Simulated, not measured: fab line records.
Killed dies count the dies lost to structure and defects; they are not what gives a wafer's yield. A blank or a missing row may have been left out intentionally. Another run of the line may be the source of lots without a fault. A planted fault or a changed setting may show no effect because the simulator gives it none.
fab line records -- flow gf180mcu -- part 1 of 2: steps 1 to 23 of 34
record lots=5, wafers=15, last-day=33
route steps=602 shown MIM@515 M5@526 V5@540
lots untouched by any fault: they come from a run of this same line in which no faults occurred
start-h: hours from the record's first day to the start of the lot's first wafer shown -- wait-h: how many hours have passed since the lot's step before this one -- " as in the row above -- L1.1+2: a single row standing in for several wafers -- - no value, or no start given -- * or withheld: withheld -- < > ~ a bound
route shown NAME@n: NAME is a module with steps in the file, n the number in the route of the first one -- usual: the fault-free wafers' mean and standard deviation -- same: alike in all rows -- chamber/n: place in a boat -- sites: per-site readings -- _std_site: the values' standard deviation -- _edge_site: mean of outer sites minus mean of inner sites -- radius-mm: how far each site lies from the wafer's centre -- mask NAME#n: copy n -- behind: the most recent tool/chamber to have shaped the wafer -- hold: cause of the lot's hold/its duration in hours/its outcome -- device: the transistor (n, p or np) that didn't switch -- end of line: at the end of the route, the tests of the same wafers -- for a step that has no rows: nothing shown but its recipe -- killed: the dies lost at the first sort to structure and to defects; this is not the yield of the wafer -- map: a wafer's dies, marking killed ones x, the rest . and places with no die _
set.NAME: the setting that was run; set.NAME@STEP: the one run at that earlier step -- model.NAME: the simulator's own value behind a step, which no gauge read
a table for each step, a row for each wafer; lots at some steps of the route
services: from which hour (start-h, from the record's first day; less than 0 if before it) a tool's chamber was out of use, for how many hours, and why
## steps
# step GF_MIM_DEHYDRATE_12
# recipe temp-c=200, time-s=60
# usual chill-plate-temp-C=22.97/0.099
lot.wafer,tool,chamber,start-h,wait-h,chill-plate-temp-C
L074.2,litho-track-04,0,572.97,10.1,22.89
L074.3,litho-track-04,0,572.97,10.1,22.92
L074.5,litho-track-04,0,572.97,10.1,23.03
L081.2,litho-track-01,0,633.33,9.4,22.87
L081.3,litho-track-01,0,633.33,9.4,22.90
L081.5,litho-track-01,0,633.33,9.4,22.91
L082.2,litho-track-04,0,643.37,9.9,22.92
L082.3,litho-track-04,0,643.37,9.9,23.05
L082.6,litho-track-04,0,643.37,9.9,22.92
L084.2,litho-track-01,0,656.43,8.5,22.86
L084.4,litho-track-01,0,656.43,8.5,22.97
L084.5,litho-track-01,0,656.43,8.5,22.87
L089.1,litho-track-01,0,696.55,8.5,23.01
L089.2,litho-track-01,0,696.55,8.5,23.00
L089.6,litho-track-01,0,696.55,8.5,23.13
# step GF_MIM_HMDS_13
# recipe prime-time-s=60, prime-temp-c=120
# usual chill-plate-temp-C=23.00/0.1
# same prime-time-s=60
lot.wafer,tool,chamber,start-h,wait-h,chill-plate-temp-C
L074.2,litho-track-04,0,573.12,0.1,23.10
L074.3,litho-track-04,0,573.12,0.1,23.07
L074.5,litho-track-04,0,573.12,0.1,22.98
L081.2,litho-track-01,0,633.48,0.1,22.97
L081.3,litho-track-01,0,633.48,0.1,22.97
L081.5,litho-track-01,0,633.48,0.1,22.95
L082.2,litho-track-04,0,643.52,0.1,22.96
L082.3,litho-track-04,0,643.52,0.1,22.82
L082.6,litho-track-04,0,643.52,0.1,23.12
L084.2,litho-track-01,0,656.58,0.1,22.88
L084.4,litho-track-01,0,656.58,0.1,22.80
L084.5,litho-track-01,0,656.58,0.1,22.99
L089.1,litho-track-01,0,696.70,0.1,23.04
L089.2,litho-track-01,0,696.70,0.1,22.99
L089.6,litho-track-01,0,696.70,0.1,23.05
# step GF_MIM_COAT_14
# recipe resist=NOVOLAK, spin-rpm=3000, resist-thk-nm=1000
# usual chill-plate-temp-C=23.00/0.1
lot.wafer,tool,chamber,start-h,wait-h,chill-plate-temp-C
L074.2,litho-track-04,0,573.27,0.1,22.96
L074.3,litho-track-04,0,573.27,0.1,22.95
L074.5,litho-track-04,0,573.27,0.1,22.88
L081.2,litho-track-01,0,633.63,0.1,23.02
L081.3,litho-track-01,0,633.63,0.1,22.99
L081.5,litho-track-01,0,633.63,0.1,22.78
L082.2,litho-track-04,0,643.67,0.1,22.87
L082.3,litho-track-04,0,643.67,0.1,23.02
L082.6,litho-track-04,0,643.67,0.1,22.86
L084.2,litho-track-01,0,656.73,0.1,22.95
L084.4,litho-track-01,0,656.73,0.1,23.00
L084.5,litho-track-01,0,656.73,0.1,23.06
L089.1,litho-track-01,0,696.85,0.1,22.96
L089.2,litho-track-01,0,696.85,0.1,22.99
L089.6,litho-track-01,0,696.85,0.1,23.11
# step GF_MIM_SOFTBAKE_15
# recipe temp-c=90, time-s=60, resist=NOVOLAK
# usual chill-plate-temp-C=23.03/0.1
lot.wafer,tool,chamber,start-h,wait-h,chill-plate-temp-C
L074.2,litho-track-04,0,573.42,0.1,23.03
L074.3,litho-track-04,0,573.42,0.1,23.11
L074.5,litho-track-04,0,573.42,0.1,22.91
L081.2,litho-track-01,0,633.78,0.1,23.08
L081.3,litho-track-01,0,633.78,0.1,23.11
L081.5,litho-track-01,0,633.78,0.1,23.04
L082.2,litho-track-04,0,643.82,0.1,23.06
L082.3,litho-track-04,0,643.82,0.1,22.93
L082.6,litho-track-04,0,643.82,0.1,22.89
L084.2,litho-track-01,0,656.88,0.1,23.09
L084.4,litho-track-01,0,656.88,0.1,23.01
L084.5,litho-track-01,0,656.88,0.1,23.02
L089.1,litho-track-01,0,697.00,0.1,23.09
L089.2,litho-track-01,0,697.00,0.1,23.19
L089.6,litho-track-01,0,697.00,0.1,22.99
# step GF_MIM_EXPOSE_16
# recipe mask-id=FuseTop, target-cd-nm=2000, na=0.6, source-shape=conventional, sigma-outer=0.6, dose-mj=140
# usual reticle-temp-C=22.99/0.12
lot.wafer,tool,chamber,start-h,wait-h,mask,reticle-temp-C
L074.2,iline-stepper-02,0,-,-,FuseTop#0,23.08
L074.3,iline-stepper-02,0,-,-,FuseTop#0,22.99
L074.5,iline-stepper-02,0,-,-,FuseTop#0,22.98
L081.2,iline-stepper-01,0,-,-,FuseTop#0,23.09
L081.3,iline-stepper-01,0,-,-,FuseTop#0,22.94
L081.5,iline-stepper-01,0,-,-,FuseTop#0,23.04
L082.2,iline-stepper-02,0,-,-,FuseTop#0,22.95
L082.3,iline-stepper-02,0,-,-,FuseTop#0,22.96
L082.6,iline-stepper-02,0,-,-,FuseTop#0,22.99
L084.2,iline-stepper-01,0,-,-,FuseTop#0,22.91
L084.4,iline-stepper-01,0,-,-,FuseTop#0,23.05
L084.5,iline-stepper-01,0,-,-,FuseTop#0,22.92
L089.1,iline-stepper-02,0,-,-,FuseTop#0,23.09
L089.2,iline-stepper-02,0,-,-,FuseTop#0,23.13
L089.6,iline-stepper-02,0,-,-,FuseTop#0,22.91
# step GF_MIM_PEB_17
# recipe temp-c=withheld, time-s=*, resist=NOVOLAK
# usual chill-plate-temp-C=*
lot.wafer,tool,chamber,start-h,wait-h,chill-plate-temp-C
L074.2,litho-track-01,0,-,-,*
L074.3,litho-track-01,0,-,-,*
L074.5,litho-track-01,0,-,-,*
L081.2,litho-track-03,0,-,-,*
L081.3,litho-track-03,0,-,-,*
L081.5,litho-track-03,0,-,-,*
L082.2,litho-track-04,0,-,-,*
L082.3,litho-track-04,0,-,-,*
L082.6,litho-track-04,0,-,-,*
L084.2,litho-track-04,0,-,-,*
L084.4,litho-track-04,0,-,-,*
L084.5,litho-track-04,0,-,-,*
L089.1,litho-track-03,0,-,-,*
L089.2,litho-track-03,0,-,-,*
L089.6,litho-track-03,0,-,-,*
# step GF_MIM_DEVELOP_18
# recipe develop-time-s=60, dev-temp-c=23
# usual chill-plate-temp-C=22.99/0.11
lot.wafer,tool,chamber,start-h,wait-h,chill-plate-temp-C
L074.2,litho-track-01,0,584.58,0.1,22.97
L074.3,litho-track-01,0,584.58,0.1,23.02
L074.5,litho-track-01,0,584.58,0.1,22.95
L081.2,litho-track-03,0,644.41,0.1,22.94
L081.3,litho-track-03,0,644.41,0.1,22.94
L081.5,litho-track-03,0,644.41,0.1,23.11
L082.2,litho-track-04,0,653.57,0.1,23.01
L082.3,litho-track-04,0,653.57,0.1,22.92
L082.6,litho-track-04,0,653.57,0.1,22.91
L084.2,litho-track-04,0,666.77,0.1,23.11
L084.4,litho-track-04,0,666.77,0.1,23.03
L084.5,litho-track-04,0,666.77,0.1,23.17
L089.1,litho-track-03,0,706.58,0.1,22.92
L089.2,litho-track-03,0,706.58,0.1,22.93
L089.6,litho-track-03,0,706.58,0.1,22.91
# step GF_MIM_METAL_ETCH_19
# recipe chemistry=Cl2/BCl3, mask-material=NOVOLAK, stop-on=Si3N4, target-depth-nm=324.5, pressure-mtorr=8, icp-w=800, bias-w=140, Cl2_flow_sccm=80, bcl3-flow-sccm=40, time-s=54.1
# usual bias-w=140.1/0.42, drypump-motor-current-A=5.7/0.51, oes-product-au=0.938/0.0071, throttle-valve-pct=28.286/0.01
lot.wafer,tool,chamber,start-h,wait-h,bias-w,drypump-motor-current-A,oes-product-au,rf-hours-counter-h,throttle-valve-pct
L074.2,rie-metal-04,0,584.70,0.1,139.5,5.1,0.939,1,28.292
L074.3,rie-metal-04,1,584.70,0.1,140.0,6.4,0.940,-,28.289
L074.5,rie-metal-04,0,584.70,0.1,140.2,5.1,0.937,-,28.283
L081.2,rie-metal-03,1,644.53,0.1,140.2,5.7,0.931,11,28.297
L081.3,rie-metal-03,0,644.53,0.1,139.5,5.8,0.929,-,28.287
L081.5,rie-metal-03,1,644.53,0.1,140.4,5.7,0.942,-,28.296
L082.2,rie-metal-04,0,653.69,0.1,139.7,5.1,0.941,4,28.292
L082.3,rie-metal-04,1,653.69,0.1,140.5,6.4,0.931,-,28.283
L082.6,rie-metal-04,1,653.69,0.1,140.2,6.4,0.931,-,28.287
L084.2,rie-metal-02,0,666.89,0.1,139.9,5.5,0.945,11,28.272
L084.4,rie-metal-02,1,666.89,0.1,139.7,6.0,0.936,-,28.282
L084.5,rie-metal-02,0,666.89,0.1,140.4,5.5,0.942,-,28.302
L089.1,rie-metal-04,1,706.73,0.1,140.0,6.4,0.930,15,28.296
L089.2,rie-metal-04,0,706.73,0.1,140.0,5.1,0.931,6,28.305
L089.6,rie-metal-04,1,706.73,0.1,139.5,6.4,0.934,-,28.279
# step GF_MIM_STRIP_20
# recipe chemistry=O2/N2, power-w=1400, pressure-mtorr=1500, platen-temp-c=250, o2-flow-sccm=3000, n2-flow-sccm=300, overash-fraction=0.5
# usual drypump-motor-current-A=5.7/0.57, heater-power-w=318/11, o2-flow-sccm=2998/7.9, oes-product-au=0.691/0.0047, strip-time-to-endpoint-s=11.20/0.039
lot.wafer,tool,chamber,start-h,wait-h,drypump-motor-current-A,heater-power-w,o2-flow-sccm,oes-product-au,rf-hours-counter-h,strip-time-to-endpoint-s
L074.2,plasma-asher-04,0,584.77,0.0,5.7,325,3006,0.686,96,11.19
L074.3,plasma-asher-04,1,584.77,0.0,4.9,324,2985,0.684,-,11.17
L074.5,plasma-asher-04,0,584.77,0.0,5.7,322,3007,0.687,-,11.25
L081.2,plasma-asher-01,1,644.60,0.0,5.3,340,3008,0.689,59,11.16
L081.3,plasma-asher-01,0,644.60,0.0,5.2,313,3014,0.690,-,11.19
L081.5,plasma-asher-01,1,644.60,0.0,5.3,342,2998,0.692,-,11.13
L082.2,plasma-asher-02,0,653.76,0.0,6.5,319,2992,0.695,19,11.23
L082.3,plasma-asher-02,1,653.76,0.0,5.5,308,2999,0.685,-,11.20
L082.6,plasma-asher-02,0,653.76,0.0,6.5,314,2998,0.686,-,11.18
L084.2,plasma-asher-04,1,666.96,0.0,4.9,322,2997,0.696,105,11.17
L084.4,plasma-asher-04,0,666.96,0.0,5.7,345,2998,0.687,-,11.21
L084.5,plasma-asher-04,0,666.96,0.0,5.7,323,3002,0.692,-,11.18
L089.1,plasma-asher-04,0,706.80,0.0,5.7,323,2996,0.687,110,11.16
L089.2,plasma-asher-04,1,706.80,0.0,4.9,324,2995,0.683,110,11.20
L089.6,plasma-asher-04,1,706.80,0.0,5.0,321,2999,0.684,-,11.18
# step GF_MIM_STRIP_21
# recipe chemistry=post-etch-residue-remover, time-s=1200, temp-c=72.5
lot.wafer,tool,chamber,start-h,wait-h
L074.2+3+5,wet-bench-04,1,584.87,0.1
L081.2+3+5,wet-bench-02,1,644.70,0.1
L082.2+3+6,wet-bench-02,2,653.86,0.1
L084.2+4+5,wet-bench-04,2,667.06,0.1
L089.1+2+6,wet-bench-04,1,706.90,0.1
# step GF_MIM_CLEAN_22
# recipe chemistry=DIW, dry=n2-spin
lot.wafer,tool,chamber,start-h,wait-h
L074.2+3+5,wet-bench-03,2,585.21,0.0
L081.2+3+5,wet-bench-03,0,645.05,0.0
L082.2+3+6,wet-bench-04,3,654.21,0.0
L084.2+4+5,wet-bench-03,2,667.75,0.0
L089.1+2+6,wet-bench-03,1,707.35,0.0
# step GF_M5_DEHYDRATE_00
# recipe temp-c=200, time-s=60
# usual chill-plate-temp-C=23.00/0.1
lot.wafer,tool,chamber,start-h,wait-h,chill-plate-temp-C
L074.2,litho-track-02,0,595.30,10.0,23.14
L074.3,litho-track-02,0,595.30,10.0,23.21
L074.5,litho-track-02,0,595.30,10.0,23.21
L081.2,litho-track-04,0,653.72,8.6,23.09
L081.3,litho-track-04,0,653.72,8.6,23.03
L081.5,litho-track-04,0,653.72,8.6,23.04
L082.2,litho-track-04,0,662.57,8.3,23.05
L082.3,litho-track-04,0,662.57,8.3,23.08
L082.6,litho-track-04,0,662.57,8.3,23.04
L084.2,litho-track-04,0,676.77,8.9,22.99
L084.4,litho-track-04,0,676.77,8.9,22.95
L084.5,litho-track-04,0,676.77,8.9,22.99
L089.1,litho-track-04,0,715.64,8.2,23.17
L089.2,litho-track-04,0,715.64,8.2,23.13
L089.6,litho-track-04,0,715.64,8.2,23.08
# step GF_M5_HMDS_01
# recipe prime-time-s=60, prime-temp-c=120
# usual chill-plate-temp-C=22.99/0.11
# same prime-time-s=60
lot.wafer,tool,chamber,start-h,wait-h,chill-plate-temp-C
L074.2,litho-track-02,0,595.45,0.1,22.86
L074.3,litho-track-02,0,595.45,0.1,22.88
L074.5,litho-track-02,0,595.45,0.1,22.93
L081.2,litho-track-04,0,653.87,0.1,22.93
L081.3,litho-track-04,0,653.87,0.1,23.01
L081.5,litho-track-04,0,653.87,0.1,23.00
L082.2,litho-track-04,0,662.72,0.1,23.01
L082.3,litho-track-04,0,662.72,0.1,23.10
L082.6,litho-track-04,0,662.72,0.1,23.03
L084.2,litho-track-04,0,676.92,0.1,23.13
L084.4,litho-track-04,0,676.92,0.1,22.96
L084.5,litho-track-04,0,676.92,0.1,23.16
L089.1,litho-track-04,0,715.79,0.1,23.08
L089.2,litho-track-04,0,715.79,0.1,23.15
L089.6,litho-track-04,0,715.79,0.1,22.99
# step GF_M5_COAT_02
# recipe resist=KrF, spin-rpm=withheld, resist-thk-nm=1000
# usual chill-plate-temp-C=23.00/0.1
lot.wafer,tool,chamber,start-h,wait-h,chill-plate-temp-C
L074.2,litho-track-02,0,595.60,0.1,22.96
L074.3,litho-track-02,0,595.60,0.1,22.84
L074.5,litho-track-02,0,595.60,0.1,23.00
L081.2,litho-track-04,0,654.02,0.1,23.09
L081.3,litho-track-04,0,654.02,0.1,23.01
L081.5,litho-track-04,0,654.02,0.1,22.95
L082.2,litho-track-04,0,662.87,0.1,23.23
L082.3,litho-track-04,0,662.87,0.1,23.14
L082.6,litho-track-04,0,662.87,0.1,23.03
L084.2,litho-track-04,0,677.07,0.1,23.00
L084.4,litho-track-04,0,677.07,0.1,23.08
L084.5,litho-track-04,0,677.07,0.1,22.90
L089.1,litho-track-04,0,715.94,0.1,23.12
L089.2,litho-track-04,0,715.94,0.1,23.06
L089.6,litho-track-04,0,715.94,0.1,23.19
# step GF_M5_SOFTBAKE_03
# recipe temp-c=130, time-s=60, resist=KrF
# usual chill-plate-temp-C=23.00/0.099
lot.wafer,tool,chamber,start-h,wait-h,chill-plate-temp-C
L074.2,litho-track-02,0,595.75,0.1,22.81
L074.3,litho-track-02,0,595.75,0.1,22.82
L074.5,litho-track-02,0,595.75,0.1,22.75
L081.2,litho-track-04,0,654.17,0.1,22.98
L081.3,litho-track-04,0,654.17,0.1,23.02
L081.5,litho-track-04,0,654.17,0.1,23.00
L082.2,litho-track-04,0,663.02,0.1,23.14
L082.3,litho-track-04,0,663.02,0.1,23.11
L082.6,litho-track-04,0,663.02,0.1,23.14
L084.2,litho-track-04,0,677.22,0.1,22.91
L084.4,litho-track-04,0,677.22,0.1,22.96
L084.5,litho-track-04,0,677.22,0.1,22.87
L089.1,litho-track-04,0,716.09,0.1,22.81
L089.2,litho-track-04,0,716.09,0.1,23.05
L089.6,litho-track-04,0,716.09,0.1,23.00
# step GF_M5_EXPOSE_04
# recipe mask-id=Metal5, target-cd-nm=280, na=0.68, source-shape=conventional, sigma-outer=0.6, dose-mj=28
# usual reticle-temp-C=23.00/0.089
lot.wafer,tool,chamber,start-h,wait-h,mask,reticle-temp-C
L074.2,krf-scanner-02,0,-,-,Metal5#0,22.81
L074.3,krf-scanner-02,0,-,-,Metal5#0,23.00
L074.5,krf-scanner-02,0,-,-,Metal5#0,22.87
L081.2,krf-scanner-02,0,-,-,Metal5#0,23.16
L081.3,krf-scanner-02,0,-,-,Metal5#0,23.21
L081.5,krf-scanner-02,0,-,-,Metal5#0,22.92
L082.2,krf-scanner-02,0,-,-,Metal5#0,22.99
L082.3,krf-scanner-02,0,-,-,Metal5#0,23.01
L082.6,krf-scanner-02,0,-,-,Metal5#0,23.07
L084.2,krf-scanner-01,0,-,-,Metal5#0,22.95
L084.4,krf-scanner-01,0,-,-,Metal5#0,22.92
L084.5,krf-scanner-01,0,-,-,Metal5#0,23.12
L089.1,krf-scanner-01,0,-,-,Metal5#0,23.17
L089.2,krf-scanner-01,0,-,-,Metal5#0,23.04
L089.6,krf-scanner-01,0,-,-,Metal5#0,22.98
# step GF_M5_PEB_05
# recipe peb-temp-c=135, peb-time-s=90, resist=KrF
# usual chill-plate-temp-C=23.01/0.099
lot.wafer,tool,chamber,start-h,wait-h,chill-plate-temp-C
L074.2,litho-track-04,0,-,-,23.11
L074.3,litho-track-04,0,-,-,23.02
L074.5,litho-track-04,0,-,-,23.08
L081.2,litho-track-04,0,-,-,23.11
L081.3,litho-track-04,0,-,-,23.07
L081.5,litho-track-04,0,-,-,22.88
L082.2,litho-track-03,0,-,-,22.99
L082.3,litho-track-03,0,-,-,23.12
L082.6,litho-track-03,0,-,-,23.07
L084.2,litho-track-04,0,-,-,23.00
L084.4,litho-track-04,0,-,-,22.99
L084.5,litho-track-04,0,-,-,23.18
L089.1,litho-track-02,0,-,-,22.88
L089.2,litho-track-02,0,-,-,23.09
L089.6,litho-track-02,0,-,-,22.99
# step GF_M5_DEVELOP_06
# recipe develop-time-s=60, dev-temp-c=21
# usual chill-plate-temp-C=23.02/0.1
lot.wafer,tool,chamber,start-h,wait-h,chill-plate-temp-C
L074.2,litho-track-04,0,606.67,0.2,23.25
L074.3,litho-track-04,0,606.67,0.2,23.03
L074.5,litho-track-04,0,606.67,0.2,23.16
L081.2,litho-track-04,0,663.37,0.2,23.02
L081.3,litho-track-04,0,663.37,0.2,22.98
L081.5,litho-track-04,0,663.37,0.2,22.94
L082.2,litho-track-03,0,672.26,0.2,22.99
L082.3,litho-track-03,0,672.26,0.2,22.87
L082.6,litho-track-03,0,672.26,0.2,22.97
L084.2,litho-track-04,0,686.82,0.2,22.85
L084.4,litho-track-04,0,686.82,0.2,22.96
L084.5,litho-track-04,0,686.82,0.2,23.01
L089.1,litho-track-02,0,724.97,0.2,23.02
L089.2,litho-track-02,0,724.97,0.2,22.83
L089.6,litho-track-02,0,724.97,0.2,22.85
# step GF_M5_CD_MEAS_07
# recipe target-cd-nm=280
# usual cd-nm=280.2/1.3
lot.wafer,tool,chamber,start-h,wait-h,cd-nm
L074.2,cd-sem-01,-,606.81,0.1,283.2
L074.3,cd-sem-01,-,606.81,0.1,281.6
L074.5,cd-sem-01,-,606.81,0.1,282.0
L081.2,cd-sem-02,-,663.51,0.1,278.1
L081.3,cd-sem-02,-,663.51,0.1,276.1
L081.5,cd-sem-02,-,663.51,0.1,279.0
L082.2,cd-sem-02,-,672.40,0.1,279.5
L082.3,cd-sem-02,-,672.40,0.1,279.8
L082.6,cd-sem-02,-,672.40,0.1,279.0
L084.2,cd-sem-01,-,686.96,0.1,280.9
L084.4,cd-sem-01,-,686.96,0.1,280.8
L084.5,cd-sem-01,-,686.96,0.1,280.5
L089.1,cd-sem-02,-,725.12,0.1,281.6
L089.2,cd-sem-02,-,725.12,0.1,281.5
L089.6,cd-sem-02,-,725.12,0.1,282.3
# step GF_M5_OVL_MEAS_08
# usual M5_OVL=-2/4.7
lot.wafer,tool,chamber,start-h,wait-h,M5_OVL[nm]
L074.2,overlay-01,-,606.92,0.1,2
L074.3,overlay-01,-,606.92,0.1,-3
L074.5,overlay-01,-,606.92,0.1,-3
L081.2,overlay-01,-,663.62,0.1,9
L081.3,overlay-01,-,663.62,0.1,3
L081.5,overlay-01,-,663.62,0.1,5
L082.2,overlay-02,-,672.51,0.1,7
L082.3,overlay-02,-,672.51,0.1,-4
L082.6,overlay-02,-,672.51,0.1,3
L084.2,overlay-02,-,687.07,0.1,-6
L084.4,overlay-02,-,687.07,0.1,2
L084.5,overlay-02,-,687.07,0.1,0
L089.1,overlay-02,-,725.24,0.1,-4
L089.2,overlay-02,-,725.24,0.1,-2
L089.6,overlay-02,-,725.24,0.1,1
# step GF_M5_ETCH_09
# recipe chemistry=CF4/O2, target=Si3N4, target-depth-nm=52, source-w=800, bias-w=150, pressure-mtorr=150, cf4-flow-sccm=80, O2_flow_sccm=10, time-s=11.6
# usual bias-w=150.0/0.46, drypump-motor-current-A=5.6/0.34, oes-product-au=0.994/0.011, throttle-valve-pct=5.969/0.0094
lot.wafer,tool,chamber,start-h,wait-h,bias-w,drypump-motor-current-A,oes-product-au,rf-hours-counter-h,throttle-valve-pct
L074.2,rie-diel-03,1,606.95,0.0,149.8,5.7,0.983,22,5.959
L074.3,rie-diel-03,3,606.95,0.0,149.2,5.9,1.000,4,5.963
L074.5,rie-diel-03,3,606.95,0.0,150.2,5.8,1.002,-,5.951
L081.2,rie-diel-03,3,663.65,0.0,150.1,5.8,1.012,7,5.974
L081.3,rie-diel-03,0,663.65,0.0,149.7,5.5,0.994,-,5.988
L081.5,rie-diel-03,3,663.65,0.0,150.1,5.8,1.015,-,5.973
L082.2,rie-diel-04,0,672.54,0.0,149.8,5.7,0.973,14,5.966
L082.3,rie-diel-04,2,672.54,0.0,150.1,6.3,0.986,48,5.962
L082.6,rie-diel-04,2,672.54,0.0,150.4,6.3,0.997,-,5.950
L084.2,rie-diel-03,0,687.10,0.0,149.3,5.5,1.000,8,5.963
L084.4,rie-diel-03,1,687.10,0.0,149.8,5.7,1.003,25,5.969
L084.5,rie-diel-03,1,687.10,0.0,150.6,5.7,1.011,-,5.979
L089.1,rie-diel-02,0,725.28,0.0,150.4,5.1,0.989,7,5.980
L089.2,rie-diel-02,2,725.28,0.0,149.8,5.9,0.997,12,5.959
L089.6,rie-diel-02,0,725.28,0.0,149.9,5.1,0.980,-,5.972
# step GF_M5_METAL_ETCH_10
# recipe chemistry=Cl2/BCl3, mask-material=KrF, target-depth-nm=750.8, stop-on=SiO2, pressure-mtorr=8, icp-w=800, bias-w=140, Cl2_flow_sccm=80, bcl3-flow-sccm=40, time-s=125.1
# usual bias-w=140.0/0.41, drypump-motor-current-A=5.96/0.29, oes-product-au=0.990/0.0059, throttle-valve-pct=28.231/0.01
lot.wafer,tool,chamber,start-h,wait-h,bias-w,drypump-motor-current-A,oes-product-au,rf-hours-counter-h,throttle-valve-pct
L074.2,rie-metal-01,1,606.97,0.0,140.3,6.37,0.989,4,28.230
L074.3,rie-metal-01,0,606.97,0.0,140.3,6.02,0.996,-,28.229
L074.5,rie-metal-01,1,606.97,0.0,140.7,6.39,0.993,-,28.227
L081.2,rie-metal-01,1,663.68,0.0,140.0,6.44,0.986,6,28.237
L081.3,rie-metal-01,0,663.68,0.0,139.6,6.00,0.999,-,28.236
L081.5,rie-metal-01,1,663.68,0.0,139.5,6.40,0.984,-,28.257
L082.2,rie-metal-03,1,672.56,0.0,140.2,5.70,0.997,12,28.228
L082.3,rie-metal-03,1,672.56,0.0,139.9,5.67,1.000,-,28.234
L082.6,rie-metal-03,0,672.56,0.0,140.1,5.82,0.990,-,28.221
L084.2,rie-metal-03,0,687.12,0.0,140.1,5.81,0.994,11,28.224
L084.4,rie-metal-03,0,687.12,0.0,139.3,5.80,0.985,-,28.234
L084.5,rie-metal-03,1,687.12,0.0,140.5,5.69,0.992,-,28.233
L089.1,rie-metal-01,1,725.30,0.0,141.1,6.42,0.991,9,28.237
L089.2,rie-metal-01,0,725.30,0.0,139.1,6.03,0.994,7,28.237
L089.6,rie-metal-01,1,725.30,0.0,141.3,6.43,0.990,-,28.222
# step GF_M5_STRIP_11
# recipe chemistry=O2/N2, power-w=1400, pressure-mtorr=1500, platen-temp-c=250, o2-flow-sccm=3000, n2-flow-sccm=300, overash-fraction=0.5
# usual drypump-motor-current-A=5.9/0.58, heater-power-w=325/12, o2-flow-sccm=2999/9, oes-product-au=0.524/0.0047, strip-time-to-endpoint-s=7.04/0.044
lot.wafer,tool,chamber,start-h,wait-h,drypump-motor-current-A,heater-power-w,o2-flow-sccm,oes-product-au,rf-hours-counter-h,strip-time-to-endpoint-s
L074.2,plasma-asher-02,1,607.10,0.1,5.5,305,3005,0.523,15,6.98
L074.3,plasma-asher-02,1,607.10,0.1,5.5,307,2988,0.523,-,6.96
L074.5,plasma-asher-02,0,607.10,0.1,6.5,315,3012,0.517,-,7.00
L081.2,plasma-asher-02,1,663.81,0.1,5.5,311,3005,0.524,20,7.09
L081.3,plasma-asher-02,0,663.81,0.1,6.5,318,3028,0.523,-,7.05
L081.5,plasma-asher-02,1,663.81,0.1,5.5,301,2998,0.530,-,7.08
L082.2,plasma-asher-03,0,672.69,0.1,5.5,332,3008,0.516,90,6.89
L082.3,plasma-asher-03,1,672.69,0.1,6.5,335,3003,0.519,-,6.97
L082.6,plasma-asher-03,0,672.69,0.1,5.5,333,2996,0.530,-,6.97
L084.2,plasma-asher-04,1,687.25,0.1,4.9,321,3008,0.520,108,7.05
L084.4,plasma-asher-04,1,687.25,0.1,4.9,323,2997,0.518,-,7.02
L084.5,plasma-asher-04,1,687.25,0.1,4.9,316,2993,0.530,-,7.00
L089.1,plasma-asher-02,1,725.43,0.1,5.5,299,3007,0.525,25,7.07
L089.2,plasma-asher-02,0,725.43,0.1,6.6,316,2997,0.524,25,7.06
L089.6,plasma-asher-02,0,725.43,0.1,6.6,308,2989,0.532,-,7.06
